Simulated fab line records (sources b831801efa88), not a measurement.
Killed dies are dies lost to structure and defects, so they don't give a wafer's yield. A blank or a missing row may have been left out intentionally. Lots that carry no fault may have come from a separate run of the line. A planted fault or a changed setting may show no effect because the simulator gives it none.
One fault seen from 2 desks || flow sky130 || what lay behind the numbers comes last; until then each desk has only its own
Where a reading is given only as a bound, like >300, the bound stands for it, and a mean or a difference that rests on one is marked > or <: the true number lies beyond.

METROLOGY DESK
Lot by lot, what the gauges showed, no matter which tool ran the lot: averages of those sampled wafers that carry a number. If a lot's mean is further than 4 standard deviations from the usual mean, the lot is out of limits and carries the mark OUT (the distance appears in the brackets).
Columns: A = CAPM_TIN_RS at SKY_CAPM_RS_MEAS_03, usual 6.91 ohm/sq; B = CAPM_TIN_THK at SKY_CAPM_THK_MEAS_04, usual 201.1 nm
{"lot": "L849", "first seen here": "day 37 15:06", "A": 6.88, "B": 204.7}
{"lot": "L850", "first seen here": "day 37 18:12", "A": 6.95, "B": 200.7}
{"lot": "L851", "first seen here": "day 38 03:56", "A": 6.91, "B": 199.3}
{"lot": "L852", "first seen here": "day 38 04:15", "A": 7.04, "B": 199.2}
{"lot": "L853", "first seen here": "day 38 22:46", "A": 6.89, "B": 200.5}
{"lot": "L856", "first seen here": "day 39 14:29", "A": 6.89, "B": 200.8}
{"lot": "L857", "first seen here": "day 39 18:23", "A": 6.82, "B": 202.2}
{"lot": "L858", "first seen here": "day 40 01:46", "A": 6.87, "B": 200.9}
{"lot": "L860", "first seen here": "day 40 15:26", "A": 6.99, "B": 200.9}
{"lot": "L864", "first seen here": "day 42 14:29", "A": "-", "B": "<0.0 (<-84) OUT"}
{"lot": "L865", "first seen here": "day 42 16:01", "A": "-", "B": "<0.0 (<-84) OUT"}
{"lot": "L869", "first seen here": "day 43 12:19", "A": 6.96, "B": 202.0}
{"lot": "L870", "first seen here": "day 43 18:59", "A": 6.91, "B": 200.3}
{"lot": "L871", "first seen here": "day 44 00:36", "A": 6.94, "B": 199.6}
This desk's finding: out of limits on L864, L865; first on L864, day 42 14:29 (CAPM_TIN_THK at SKY_CAPM_THK_MEAS_04). Within limits: L849, L850, L851, L852, L853, L856, L857, L858, L860, L869, L870, L871.

THE TOOL OWNER'S DESK: pvd_sputter-04
The tool's own readings at SKY_CAPM_SPUTTER_02 (material TiN, target thk 200 nm, time 166.7 s): means of the sampled wafers that have a number, for each lot that ran on this tool. If a lot's mean is further than 4 standard deviations from the usual mean, the lot is out of limits and carries the mark OUT (the distance appears in the brackets).
Columns: A = cathode_dc_power_W at SKY_CAPM_SPUTTER_02, usual 6500.0 W; B = chamber_pressure_pa at SKY_CAPM_SPUTTER_02, usual 0.4001 Pa; C = throttle_valve_pct at SKY_CAPM_SPUTTER_02, usual 29.7 %
{"lot": "L849", "first seen here": "day 37 14:59", "A": 6501.4, "B": 0.4005, "C": 29.0}
{"lot": "L851", "first seen here": "day 38 03:49", "A": 6499.9, "B": 0.4002, "C": 30.0}
{"lot": "L853", "first seen here": "day 38 22:40", "A": 6499.8, "B": 0.3994, "C": 29.2}
{"lot": "L857", "first seen here": "day 39 18:16", "A": 6500.3, "B": 0.3999, "C": 30.5}
{"lot": "L858", "first seen here": "day 40 01:38", "A": 6499.5, "B": 0.4010, "C": 29.6}
This desk's finding: nothing out of limits on any of the 5 lots.

ALL TOGETHER
Metrology desk: alarm possible at day 42 14:29 on L864, L865.
The desk of the tool owner found nothing out of limits.
The tool owner's desk has no number on record for L864, L865.
All the named lots went through SKY_CAPM_SPUTTER_02 on pvd_sputter-04.

WHAT HAD BEEN PUT IN BY THE SIMULATOR
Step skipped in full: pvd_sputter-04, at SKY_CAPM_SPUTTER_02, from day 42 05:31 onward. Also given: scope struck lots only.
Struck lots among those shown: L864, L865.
Per desk, hours elapsed from the start of the fault to the first reading out of limits: for the metrology desk, 9.
